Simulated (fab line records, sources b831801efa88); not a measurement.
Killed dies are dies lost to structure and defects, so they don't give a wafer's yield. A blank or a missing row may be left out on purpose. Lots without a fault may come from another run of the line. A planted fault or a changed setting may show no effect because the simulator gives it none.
Chamber matching | flow gf180mcu | GF_CONTACT_CMP_04 on cmp-01: 4 sister chambers
The step polishes SiO2. 4 wafers are shown with their chamber, then 8 later ones without.

WAFERS WITH THEIR CHAMBER
wafer  | chamber | motor_current_A (A)
L546.6 | 2       | 9.3
L549.6 | 1       | 11.9
L553.6 | 0       | 11.2
L554.1 | 3       | 9.0

WAFERS WITHOUT THEIR CHAMBER
wafer  | motor_current_A (A)
L554.2 | 9.4
L554.4 | 12.1
L555.2 | 11.3
L555.3 | 11.4
L555.4 | 9.4
L565.1 | 9.3
L565.2 | 9.2
L565.5 | 12.0

WHICH CHAMBER EACH WENT THROUGH
wafer  | from the rows above     | in truth
L554.2 | 2                       | 2
L554.4 | 1                       | 1
L555.2 | 0                       | 0
L555.3 | 0                       | 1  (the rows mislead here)
L555.4 | 2                       | 2
L565.1 | 2                       | 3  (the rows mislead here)
L565.2 | can't be placed: 2 or 3 | 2
L565.5 | 1                       | 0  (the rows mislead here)
Placed correctly: 4 of 8. Can't be placed from these rows: 1 (the true chamber is among the candidates in 1). Placed wrongly: 3.
How it was worked out, from the rows above alone: a wafer's distance from a chamber is the root of the sum, over the readings, of the square of ((its reading less the chamber's mean) divided by the reading's scatter). The wafer belongs to the nearest chamber; if the next one is less than 2 further off, it can't be placed. A chamber's mean is the mean of its shown wafers. The scatter: with one shown wafer a chamber, the root of the mean of the squares of how far each hidden wafer lies from its nearest shown one.
